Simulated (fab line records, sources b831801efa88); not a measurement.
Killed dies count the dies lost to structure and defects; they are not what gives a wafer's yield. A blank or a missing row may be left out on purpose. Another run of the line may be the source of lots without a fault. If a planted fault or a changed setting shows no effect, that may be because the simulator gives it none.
Comparing a struck lot with a sound one    flow sfq_line    42 out of 325 route steps
Sound: these wafers, L822.1, L822.2, L822.6. Struck: wafers L830.3, L830.4, L830.6. The cause comes at the end.
For every step that has rows: the tool of each side, followed by ch and its chambers, followed by its first start. Under that, the readings that differ: sound wafers    struck wafers    difference of the means    sigmas: that difference in standard deviations of wafers without a fault.
alike: readings with means less than 2 such deviations apart, plus words and numbers identical on both sides. not compared: withheld readings, readings lacking a value on some wafer, bounds such as >300 that could conceal the same value, and numbers that have no deviation in the record and whose values overlap.
The two part at a step that has a row with sigmas, a row that says differs or no value, or rows on one side only. Numbers that don't overlap but have no deviation are shown without sigmas and don't part them. Lack of a reading on every wafer of one side parts them only where that side has two or more wafers.

first, 1 step without rows for these wafers: SFQ_TRILAYER_M7_DEP_PRE_CLEAN_176 (time 22.5 s).
SFQ_TRILAYER_M7_DEP_SPUTTER_175: material Nb, target thk 200 nm, time 133.3 s.
  struck on pvd_sputter-03, day 83 17:45; sound on pvd_sputter-06, day 78 16:55
  alike: cathode_dc_power_W, throttle_valve_pct
SFQ_M7_RS_MEAS_943: measurement is done with a four-point probe.
  struck on film_metro-02, day 83 17:53; sound on film_metro-04, day 78 17:00
  alike: M7_NB_RS
then, 6 steps without rows for these wafers: SFQ_TRILAYER_M7_LITHO_COAT_182 (resist thk 62 nm); SFQ_TRILAYER_M7_LITHO_COAT_177 (resist thk 600 nm); SFQ_TRILAYER_M7_LITHO_SOFTBAKE_181; SFQ_TRILAYER_M7_LITHO_EXPOSE_178 (exposes mask M7, target cd 500 nm); SFQ_TRILAYER_M7_LITHO_PEB_180 (peb time 60 s); SFQ_TRILAYER_M7_LITHO_DEVELOP_179 (time 60 s).
SFQ_M7_OVL_MEAS_945:
  struck on overlay-01, day 83 23:17; sound on overlay-01, day 78 20:07
  alike: M7_OVL
then, 1 step without rows for these wafers: SFQ_TRILAYER_M7_BARC_OPEN_METAL_ETCH_229 (etches BARC in O2, target depth 125 nm, time 41.7 s).
SFQ_TRILAYER_M7_ETCH_METAL_ETCH_180: etches Nb in Cl2/Ar, stops on SiO2, target depth 240 nm, time 120 s.
  sound on rie_metal-02 ch 0, day 78 20:16; struck on rie_metal-02 ch 0,1, day 83 23:25
  no value came back on the struck wafers for bias_w (W), chamber_pressure_mTorr (mTorr), drypump_motor_current_A (A), oes_product_au (a.u.); on the sound wafers bias_w (W) reads 79.89 79.53 79.42
reading                                              sound            struck             difference  sigmas
model.KrF_of_TRILAYER_M7_LITHO_COAT_177.thk_nm (nm)  382.9 381 381.7  519.2 518.8 519.2  +137.2      
  not compared: rf_hours_counter_h
SFQ_TRILAYER_M7_STRIP_STRIP_181: strips in O2.
  sound on rie_metal-02 ch 0, day 78 20:31; struck on rie_metal-02 ch 0,1, day 83 23:42
  alike: drypump_motor_current_A, oes_product_au
  not compared: rf_hours_counter_h
then, 2 steps without rows for these wafers: SFQ_TRILAYER_M7_STRIP_SOLV_CLEAN_182 (cleans in NMP, time 600 s); SFQ_TRILAYER_I7_DEP_PECVD_183 (deposits SiO2 from SiH4/N2O, time 111.11 s, target thk 500 nm).
SFQ_TRILAYER_I7_CMP_CMP_184: polishes SiO2.
  sound on cmp-01 ch 0,1,2, day 78 23:45; struck on cmp-01 ch 2,3, day 84 00:21
  alike: motor_current_A, time_to_endpoint_s
SFQ_I7_BOW_MEAS_946:
  struck on film_metro-02, day 84 03:23; sound on film_metro-02, day 79 02:15
  alike: I7_BOW
SFQ_TRILAYER_I7_METRO_MEASURE_185:
  struck on film_metro-02, day 84 03:52; sound on film_metro-02, day 79 02:22
  alike: thk_nm
then, 6 steps without rows for these wafers: SFQ_TRILAYER_I7_VIA_LITHO_COAT_192 (resist thk 62 nm); SFQ_TRILAYER_I7_VIA_LITHO_COAT_187 (resist thk 650 nm); SFQ_TRILAYER_I7_VIA_LITHO_SOFTBAKE_191; SFQ_TRILAYER_I7_VIA_LITHO_EXPOSE_188 (exposes mask I7, target cd 1000 nm); SFQ_TRILAYER_I7_VIA_LITHO_PEB_190 (peb time 60 s); SFQ_TRILAYER_I7_VIA_LITHO_DEVELOP_189 (time 60 s).
SFQ_I7_OVL_MEAS_947:
  struck on overlay-02, day 84 15:53; sound on overlay-01, day 79 06:25
  alike: I7_OVL
SFQ_TRILAYER_I7_VIA_BARC_OPEN_VIA_ETCH_260: etches BARC in O2, target depth 125 nm, time 41.7 s.
  sound on rie_diel-01 ch 1,3, day 79 06:27; struck on rie_diel-04 ch 0,1, day 84 15:55
  alike: bias_w, chamber_pressure_mTorr, drypump_motor_current_A, oes_product_au
  not compared: rf_hours_counter_h
then, 10 steps without rows for these wafers: SFQ_TRILAYER_I7_VIA_ETCH_VIA_ETCH_190 (etches SiO2 in CHF3, stops on Nb, target depth 260 nm); SFQ_TRILAYER_I7_VIA_STRIP_STRIP_191 (strips in O2); SFQ_TRILAYER_I7_VIA_STRIP_SOLV_CLEAN_192 (cleans in NMP, time 600 s); SFQ_TRILAYER_M8_LITHO_LOR_COAT_197; SFQ_TRILAYER_M8_LITHO_LOR_BAKE_198; SFQ_TRILAYER_M8_LITHO_COAT_193 (resist thk 600 nm); SFQ_TRILAYER_M8_LITHO_SOFTBAKE_199; SFQ_TRILAYER_M8_LITHO_EXPOSE_194 (exposes mask M8, target cd 2000 nm); SFQ_TRILAYER_M8_LITHO_PEB_196 (peb time 60 s); SFQ_TRILAYER_M8_LITHO_DEVELOP_195 (img clear 15 s, time 55 s).
SFQ_M8_OVL_MEAS_948:
  struck on overlay-02, day 85 06:17; sound on overlay-02, day 79 10:10
  alike: M8_OVL
then, 3 steps without rows for these wafers: SFQ_TRILAYER_M8_DEP_EVAP_197 (material Ti, target thk 20 nm, time 100 s); SFQ_TRILAYER_M8_DEP_EVAP_198 (material Pt, target thk 50 nm, time 250 s); SFQ_TRILAYER_M8_DEP_EVAP_196 (material Au, target thk 180 nm, time 900 s).
SFQ_M8_RS_MEAS_949: measurement is done with a four-point probe.
  struck on film_metro-01, day 85 07:05; sound on film_metro-03, day 79 10:57
  alike: M8_AU_RS
SFQ_M8_BOW_MEAS_951:
  struck on film_metro-03, day 85 07:26; sound on film_metro-04, day 79 11:19
reading                        sound     struck  difference  sigmas
model.etest.m7.comb_log10_ohm  12 12 12  0 0 0   -12         
  alike: M8_BOW

## WHERE THEY PART
Within this record, at SFQ_TRILAYER_M7_ETCH_METAL_ETCH_180 only. Later steps at which nothing parts them and some readings are alike: SFQ_TRILAYER_M7_STRIP_STRIP_181, SFQ_TRILAYER_I7_CMP_CMP_184, SFQ_I7_BOW_MEAS_946, SFQ_TRILAYER_I7_METRO_MEASURE_185, SFQ_I7_OVL_MEAS_947, SFQ_TRILAYER_I7_VIA_BARC_OPEN_VIA_ETCH_260, SFQ_M8_OVL_MEAS_948, SFQ_M8_RS_MEAS_949, SFQ_M8_BOW_MEAS_951.

WHY: what the simulator had put in
Beginning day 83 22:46, the whole step at SFQ_TRILAYER_M7_ETCH_METAL_ETCH_180 was skipped on rie_metal-02. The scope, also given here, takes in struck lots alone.
